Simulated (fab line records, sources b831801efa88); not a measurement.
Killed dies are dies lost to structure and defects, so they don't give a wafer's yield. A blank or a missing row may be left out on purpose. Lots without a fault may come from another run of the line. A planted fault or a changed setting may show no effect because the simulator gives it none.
Which tool did it? | flow gf180mcu | 6 lots, 18 wafers sampled, at 3 steps of a route of 602

WHAT THE GAUGES READ, wafer by wafer
GF_TOP_METAL_RS_MEAS_05: measures by four-point-probe.
lot  | measured     | on            | TOP_METAL_ALCU_RS (ohm/sq)
L841 | day 27 14:25 | film_metro-04 | 0.0330 0.0329 0.0328
L843 | day 28 10:15 | film_metro-03 | 0.0325 0.0323 0.0326
L845 | day 28 20:10 | film_metro-03 | 0.0326 0.0324 0.0325
L848 | day 29 20:14 | film_metro-03 | 0.0326 0.0327 0.0324
L852 | day 30 22:33 | film_metro-04 | 0.0330 0.0329 0.0182 0.0330 0.0330 0.0182
L862 | day 33 09:25 | film_metro-04 | 0.0325 0.0327 0.0323

WHICH TOOL RAN EACH LOT (tool, then ch and the chambers of the sampled wafers, then the start)
lot  | GF_MIM_SPUTTER_04            | GF_TOP_METAL_SPUTTER_02
L841 | pvd_sputter-01, day 24 19:35 | pvd_sputter-04, day 27 14:16
L843 | pvd_sputter-02, day 25 17:32 | pvd_sputter-03, day 28 10:10
L845 | pvd_sputter-03, day 26 04:20 | pvd_sputter-03, day 28 20:04
L848 | pvd_sputter-01, day 27 06:15 | pvd_sputter-02, day 29 20:09
L852 | pvd_sputter-02, day 28 10:58 | pvd_sputter-03, day 30 22:28
L862 | pvd_sputter-03, day 31 03:28 | pvd_sputter-02, day 33 09:17
- GF_MIM_SPUTTER_04: material TiN, target thk 50 nm, time 41.7 s.
- GF_TOP_METAL_SPUTTER_02: material AlCu, target thk 900 nm, time 47.82 s.

THE ANSWER, worked out from the rows above alone
Rule: what is usual is taken from the lots themselves. Put in order of their means at a reading, lots are off if they are a third of the lots or fewer, leave a main group of 4 or more, and stand apart from it by a gap of 3 or more times the standard deviation of the main group's means; of several such gaps the widest counts. A main group whose means are all the same, to the digits that the tables above print for the reading, isn't used. A lot without any number at a reading at which 4 lots or more have one is off too. The other lots that the step has rows for count as sound.
Off: L852, at GF_TOP_METAL_RS_MEAS_05 (TOP_METAL_ALCU_RS). The main group: mean 0.0326 ohm/sq, standard deviation 0.00016.
A tool fits if, at a process step before that reading, it ran every lot that is off, and no sound lot after the first of them. The gauges at GF_TOP_METAL_RS_MEAS_05 are tried like those tools. Can't be told from this: 2 tools fit, pvd_sputter-02 at GF_MIM_SPUTTER_04, pvd_sputter-03 at GF_TOP_METAL_SPUTTER_02.

WHAT THE SIMULATOR HAD PUT IN
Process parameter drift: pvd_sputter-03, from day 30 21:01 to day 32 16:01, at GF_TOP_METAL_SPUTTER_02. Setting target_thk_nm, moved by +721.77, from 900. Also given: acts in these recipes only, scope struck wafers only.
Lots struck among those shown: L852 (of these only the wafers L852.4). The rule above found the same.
